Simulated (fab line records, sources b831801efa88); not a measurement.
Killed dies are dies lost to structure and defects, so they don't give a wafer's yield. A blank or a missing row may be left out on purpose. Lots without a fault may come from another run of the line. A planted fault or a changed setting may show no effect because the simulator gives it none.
fab line records | flow sky130
record lots=15 wafers=45 last_day=50
route steps=708 shown VIA2@507
lots that met no fault: from a run of the same line without faults
start_h: hours from the record's first day to the start of the lot's first wafer shown | wait_h: hours since the lot's step before | " the same as in the row above | L1.1+2: a row that stands for several wafers | - no value, or no start given | * or withheld: withheld | < > ~ a bound
route shown NAME@n: a module of which the file shows steps, and the number in the route of the first | usual: mean/standard deviation of fault-free wafers | same: alike in all rows | chamber/n: place in a boat | sites: the reading at each site | _std_site: their standard deviation | _edge_site: outer sites' mean less inner sites' | radius_mm: how far each site lies from the wafer's centre | mask NAME#n: copy n | behind: the tool/chamber that last shaped the wafer | hold: why the lot was held/for how many hours/how that ended | device: the transistor (n, p or np) that didn't switch | end of line: the same wafers' tests at the end of the route | a step without rows: its recipe alone | killed: dies lost to structure and defects at the first sort, not the wafer's yield | map: a wafer's dies, x killed, . not, _ none there
set.NAME: the setting as run; set.NAME@STEP: as run at that earlier step | model.NAME: the simulator's own value behind a step, which no gauge read
steps of the route over a sample of lots; a table a step, a row a wafer
services: from which hour (start_h, from the record's first day; less than 0 if before it) a tool's chamber was out of use, for how many hours, and why
## steps
# step SKY_VIA2_HDPCVD_00
# recipe material=SiO2 target_thk_nm=1180 sigma_open_frac=0.3 time_s=196.7 temp_c=400 sih4_flow_sccm=60 pressure_mtorr=6
# usual pressure_mtorr=6.002/0.011 run_length_s=224.6/0.48
# columns lot.wafer tool chamber start_h wait_h pressure_mtorr run_length_s
L435.2 hdpcvd-01 2 810.13 0.0 5.989 224.6
L435.4 " 0 " " 6.021 225.1
L435.5 " 2 " " 6.014 225.0
L437.1 hdpcvd-02 1 830.23 0.0 6.012 224.1
L437.3 " 2 " " 5.994 224.7
L437.6 " 0 " " 6.005 223.8
L438.1 hdpcvd-01 2 831.24 0.0 5.996 225.0
L438.5 " 0 " " 6.007 225.3
L438.6 " 2 " " 6.004 224.6
L440.1 hdpcvd-02 2 880.27 0.0 - -
L440.3 " 0 " " - -
L440.5 " 2 " " - -
L443.2 hdpcvd-01 2 883.79 0.0 - -
L443.5 " 0 " " - -
L443.6 " 2 " " - -
L444.2 hdpcvd-02 1 888.93 0.0 - -
L444.4 " 1 " " - -
L444.5 " 2 " " - -
L445.1 hdpcvd-02 0 896.82 0.0 5.990 224.0
L445.2 " 2 " " 5.988 224.5
L445.5 " 0 " " 5.996 223.8
L446.1 hdpcvd-02 2 900.49 0.0 5.995 224.7
L446.2 " 0 " " 5.992 224.0
L446.3 " 1 " " 6.002 224.2
L448.2 hdpcvd-02 1 915.16 0.0 6.000 224.6
L448.3 " 2 " " 5.974 224.9
L448.5 " 0 " " 6.003 224.5
L452.3 hdpcvd-02 2 944.35 0.0 5.997 224.6
L452.5 " 1 " " 5.999 224.1
L452.6 " 2 " " 6.001 224.8
L454.2 hdpcvd-01 2 962.32 0.0 6.012 224.9
L454.3 " 0 " " 5.988 225.7
L454.5 " 1 " " 5.975 224.7
L455.1 hdpcvd-01 2 964.87 0.0 6.007 224.8
L455.2 " 0 " " 6.004 224.9
L455.6 " 0 " " 6.009 225.3
L456.1 hdpcvd-02 2 965.82 0.0 6.022 224.7
L456.2 " 0 " " 6.014 223.7
L456.3 " 1 " " 6.003 225.0
L457.2 hdpcvd-01 1 975.79 0.0 6.000 224.4
L457.3 " 2 " " 6.008 224.6
L457.6 " 0 " " 6.004 225.2
L458.2 hdpcvd-02 0 984.70 0.0 5.992 224.2
L458.3 " 0 " " 5.999 224.0
L458.5 " 1 " " 5.997 224.6
## services
# columns tool chamber start_h hours kind
hdpcvd-01 - 901.71 1.6 repair
hdpcvd-01 - 934.66 4.3 pm
hdpcvd-02 - 950.25 15.0 pm
hdpcvd-02 0 950.25 15.0 vent_cycle
hdpcvd-02 1 950.25 15.0 vent_cycle
hdpcvd-02 2 950.25 15.0 vent_cycle
hdpcvd-02 0 965.25 - clean
hdpcvd-02 1 965.25 - clean
hdpcvd-02 2 965.25 - clean
hdpcvd-02 2 971.21 23.7 repair
## key
first_sign step=SKY_VIA2_HDPCVD_00 reading=tool_record direction=missing
effect none on later readings
met_at SKY_VIA2_HDPCVD_00
struck_lots L440,L443,L444
scrapped_behind SKY_VIA2_THK_MEAS_01 L440.1,L440.3,L440.5,L443.2,L443.5,L443.6,L444.2,L444.4,L444.5
onset_between 831.24 880.27
fault kind=skipped_step_whole tool=hdpcvd-01,hdpcvd-02 chamber=- onset_h=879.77 steps=SKY_VIA2_HDPCVD_00 scope=struck_lots_only
